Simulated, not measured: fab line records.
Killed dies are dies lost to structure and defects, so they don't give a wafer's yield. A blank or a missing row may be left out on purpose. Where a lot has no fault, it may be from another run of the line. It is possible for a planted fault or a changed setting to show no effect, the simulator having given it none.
What tool caused it? / flow sky130 / 39 wafers from 13 lots sampled at 4 of the route's 708 steps

== WHAT EACH GAUGE READ, for each wafer ==
SKY_VT_ADJUST_LVTN_OVL_MEAS_07.
lot=L640; measured=day 6 17:23; on=overlay-01; VT_ADJUST_LVTN_OVL (nm)=0.3 0.6 -0.5
lot=L642; measured=day 7 09:37; on=overlay-02; VT_ADJUST_LVTN_OVL (nm)=-0.8 -1.6 -1.6
lot=L643; measured=day 7 17:28; on=overlay-02; VT_ADJUST_LVTN_OVL (nm)=-3.1 -2.0 -3.1
lot=L644; measured=day 7 21:05; on=overlay-01; VT_ADJUST_LVTN_OVL (nm)=-0.4 0.5 -2.1
lot=L645; measured=day 8 15:52; on=overlay-02; VT_ADJUST_LVTN_OVL (nm)=-0.4 0.8 -2.1
lot=L647; measured=day 8 22:46; on=overlay-02; VT_ADJUST_LVTN_OVL (nm)=-1.4 -1.1 -2.0
lot=L648; measured=day 9 04:05; on=overlay-01; VT_ADJUST_LVTN_OVL (nm)=-1.4 -2.9 -1.3
lot=L649; measured=day 9 10:16; on=overlay-01; VT_ADJUST_LVTN_OVL (nm)=-3.1 -3.4 -4.4
lot=L650; measured=day 9 13:49; on=overlay-01; VT_ADJUST_LVTN_OVL (nm)=-1.9 -1.5 -0.6
lot=L654; measured=day 10 14:46; on=overlay-01; VT_ADJUST_LVTN_OVL (nm)=-2.7 -2.9 -1.7
lot=L661; measured=day 12 13:55; on=overlay-02; VT_ADJUST_LVTN_OVL (nm)=-1.6 0.0 -1.4
lot=L662; measured=day 12 18:25; on=overlay-01; VT_ADJUST_LVTN_OVL (nm)=-0.9 0.1 -1.0
lot=L663; measured=day 13 02:34; on=overlay-01; VT_ADJUST_LVTN_OVL (nm)=-2.5 -1.9 -3.9

SKY_SPACER_THK_MEAS_01.
lot=L640; measured=day 22 16:52; on=film metro-04; SPACER_CVD_00_THK (nm)=42.5 42.6 42.7
lot=L642; measured=day 23 14:39; on=film metro-04; SPACER_CVD_00_THK (nm)=43.6 43.5 43.3
lot=L643; measured=day 24 05:10; on=film metro-04; SPACER_CVD_00_THK (nm)=42.6 43.1 42.5
lot=L644; measured=day 24 09:46; on=film metro-01; SPACER_CVD_00_THK (nm)=43.1 42.9 43.1
lot=L645; measured=day 25 10:52; on=film metro-03; SPACER_CVD_00_THK (nm)=43.2 43.4 43.0
lot=L647; measured=day 25 20:00; on=film metro-03; SPACER_CVD_00_THK (nm)=42.7 42.8 42.1
lot=L648; measured=day 26 00:11; on=film metro-04; SPACER_CVD_00_THK (nm)=44.0 43.7 43.7
lot=L649; measured=day 26 10:59; on=film metro-04; SPACER_CVD_00_THK (nm)=42.3 42.3 42.2
lot=L650; measured=day 26 18:26; on=film metro-03; SPACER_CVD_00_THK (nm)=43.2 43.1 42.8
lot=L654; measured=day 28 04:07; on=film metro-04; SPACER_CVD_00_THK (nm)=42.9 42.6 42.8
lot=L661; measured=day 30 11:03; on=film metro-01; SPACER_CVD_00_THK (nm)=43.2 43.2 43.4
lot=L662; measured=day 30 13:18; on=film metro-03; SPACER_CVD_00_THK (nm)=43.1 43.2 43.3
lot=L663; measured=day 30 19:50; on=film metro-03; SPACER_CVD_00_THK (nm)=42.9 42.9 42.9

SKY_SD_N_OVL_MEAS_08.
lot=L640; measured=day 27 14:50; on=overlay-01; SD_N_OVL (nm)=-1.1 0.5 1.6
lot=L642; measured=day 28 10:20; on=overlay-02; SD_N_OVL (nm)=-1.7 0.7 0.1
lot=L643; measured=day 29 02:14; on=overlay-02; SD_N_OVL (nm)=-1.8 -1.4 -1.0
lot=L644; measured=day 29 06:32; on=overlay-02; SD_N_OVL (nm)=4.0 1.1 1.6
lot=L645; measured=day 30 06:32; on=overlay-01; SD_N_OVL (nm)=-3.2 -1.2 -3.1
lot=L647; measured=day 30 13:56; on=overlay-02; SD_N_OVL (nm)=0.3 -1.1 0.3
lot=L648; measured=day 30 19:47; on=overlay-02; SD_N_OVL (nm)=-1.2 -3.0 -1.1
lot=L649; measured=day 31 05:50; on=overlay-02; SD_N_OVL (nm)=0.6 -0.4 -0.6
lot=L650; measured=day 31 12:23; on=overlay-01; SD_N_OVL (nm)=-0.4 1.6 1.3
lot=L654; measured=day 32 19:56; on=overlay-01; SD_N_OVL (nm)=-1.2 -0.2 -2.7
lot=L661; measured=day 34 23:29; on=overlay-01; SD_N_OVL (nm)=0.2 0.8 0.3
lot=L662; measured=day 35 02:44; on=overlay-02; SD_N_OVL (nm)=0.3 0.9 0.5
lot=L663; measured=day 35 07:41; on=overlay-01; SD_N_OVL (nm)=1.7 1.0 1.1

== TOOL THAT RAN EACH LOT (tool first, then ch and the chambers of the sampled wafers, then the start) ==
lot=L640; SKY_LDD_HVN_EXPOSE_04=iline stepper-02 ch 0, day 19 09:53
lot=L642; SKY_LDD_HVN_EXPOSE_04=iline stepper-02 ch 0, day 20 07:13
lot=L643; SKY_LDD_HVN_EXPOSE_04=iline stepper-01 ch 0, day 20 22:14
lot=L644; SKY_LDD_HVN_EXPOSE_04=iline stepper-02 ch 0, day 21 01:49
lot=L645; SKY_LDD_HVN_EXPOSE_04=iline stepper-01 ch 0, day 22 03:43
lot=L647; SKY_LDD_HVN_EXPOSE_04=iline stepper-02 ch 0, day 22 13:05
lot=L648; SKY_LDD_HVN_EXPOSE_04=iline stepper-01 ch 0, day 22 18:55
lot=L649; SKY_LDD_HVN_EXPOSE_04=iline stepper-02 ch 0, day 23 06:33
lot=L650; SKY_LDD_HVN_EXPOSE_04=iline stepper-01 ch 0, day 23 15:45
lot=L654; SKY_LDD_HVN_EXPOSE_04=iline stepper-02 ch 0, day 25 00:05
lot=L661; SKY_LDD_HVN_EXPOSE_04=iline stepper-01 ch 0, day 27 07:41
lot=L662; SKY_LDD_HVN_EXPOSE_04=iline stepper-02 ch 0, day 27 11:50
lot=L663; SKY_LDD_HVN_EXPOSE_04=iline stepper-02 ch 0, day 27 19:08
- SKY_LDD_HVN_EXPOSE_04: exposes mask HVNTM, target cd 700 nm.

== WHAT THE TOOLS THEMSELVES READ (means of the sampled wafers that have a number; where no wafer has one, the mark that the record gives instead) ==
The record holds no such reading with a usual standard deviation.

== THE ANSWER, worked out from the rows above alone ==
Rule: what is usual is taken from the lots themselves. The widest of any qualifying gaps counts: lots, ordered by their means at a reading, are off when they make up no more than a third of the lots, leave a main group of 4 or more, and stand apart from it by 3 or more times the standard deviation of that group's means. The tables above print the reading to a certain number of digits; a main group whose means all agree to those digits is not used. Also off: a lot with no number at a reading for which 4 or more lots have one. Any other lot the step has rows for is counted as sound. First the gauges in route order, then the tools' own readings, where a lot's mean is used as printed above. At the first step where some lot is off, the reading lying furthest off is the one used; lots without a number count as furthest.
None of the lots is off at any reading shown; this tells nothing.

== WHAT HAD BEEN PUT IN BY THE SIMULATOR ==
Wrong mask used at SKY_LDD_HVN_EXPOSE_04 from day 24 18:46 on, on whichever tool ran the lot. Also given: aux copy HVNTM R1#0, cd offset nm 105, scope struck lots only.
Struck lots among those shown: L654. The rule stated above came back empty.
